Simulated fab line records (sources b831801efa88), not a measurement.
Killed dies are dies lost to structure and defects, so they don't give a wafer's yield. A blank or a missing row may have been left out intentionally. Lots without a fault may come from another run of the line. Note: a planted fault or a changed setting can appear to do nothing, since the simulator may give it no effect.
The tool behind it: which one? -- flow sfqLine -- 20 wafers from 7 lots sampled at 4 of the route's 325 steps

WHAT EACH GAUGE READ, for each wafer
SFQ_JJ_RS_MEAS_929: uses a four-point probe to measure.
lot,measured,on,JJ_NB_RS (ohm/sq)
L376,day 60 17:28,filmMetro-03,1.041 1.054 1.048
L378,day 61 04:23,filmMetro-03,1.034 1.047 1.039
L381,day 64 02:16,filmMetro-04,1.042 1.065 1.040
L383,day 64 11:51,filmMetro-02,1.055 1.043 1.045
L385,day 64 19:03,filmMetro-02,1.054 1.050 1.055
L387,day 65 07:02,filmMetro-02,1.034 1.045
L393,day 66 18:05,filmMetro-02,1.048 1.036 1.052

TOOL THAT RAN EACH LOT (tool first, then ch and the chambers of the sampled wafers, then the start)
lot,SFQ_TRILAYER_I2_VIA_STRIP_STRIP_071,SFQ_TRILAYER_M4_BARC_OPEN_METAL_ETCH_123,SFQ_TRILAYER_I4_CMP_CMP_100
L376,"rieMetal-04 ch 0,1, day 39 00:06","rieMetal-03 ch 0, day 55 09:25","cmp-01 ch 2,3, day 55 10:30"
L378,"rieMetal-03 ch 0, day 39 12:08","rieMetal-02 ch 0,1, day 56 02:20","cmp-02 ch 1,3, day 56 04:32"
L381,"rieMetal-03 ch 0,1, day 42 12:35","rieMetal-04 ch 0,1, day 59 05:45","cmp-02 ch 2,3, day 59 09:41"
L383,"rieMetal-01 ch 1, day 42 16:16","rieMetal-03 ch 1, day 59 12:56","cmp-02 ch 0,3, day 59 18:41"
L385,"rieMetal-04 ch 0,1, day 43 00:23","rieMetal-02 ch 0,1, day 59 17:44","cmp-01 ch 0,1,2, day 60 04:22"
L387,"rieMetal-04 ch 0,1, day 43 20:47","rieMetal-03 ch 0,1, day 60 05:44","cmp-02 ch 2,3, day 60 15:26"
L393,"rieMetal-01 ch 0,1, day 46 05:24","rieMetal-02 ch 0,1, day 61 17:51","cmp-01 ch 0,2,3, day 62 11:45"
- SFQ_TRILAYER_I2_VIA_STRIP_STRIP_071: strips in O2.
- SFQ_TRILAYER_M4_BARC_OPEN_METAL_ETCH_123: etches BARC in O2, target depth 125 nm, time 41.7 s.
- SFQ_TRILAYER_I4_CMP_CMP_100: polishes SiO2.

THE ANSWER, worked out from the rows above alone
Rule: what is usual is taken from the lots themselves. The widest of any qualifying gaps counts: lots, ordered by their means at a reading, are off when they make up no more than a third of the lots, leave a main group of 4 or more, and stand apart from it by 3 or more times the standard deviation of that group's means. If all means in a main group match to the digits the tables above print for the reading, that group is not used. A lot without any number at a reading at which 4 lots or more have one is off too. Any other lot the step has rows for is counted as sound.
None of the lots is off at any reading shown; this tells nothing.

WHAT THE SIMULATOR PUT IN
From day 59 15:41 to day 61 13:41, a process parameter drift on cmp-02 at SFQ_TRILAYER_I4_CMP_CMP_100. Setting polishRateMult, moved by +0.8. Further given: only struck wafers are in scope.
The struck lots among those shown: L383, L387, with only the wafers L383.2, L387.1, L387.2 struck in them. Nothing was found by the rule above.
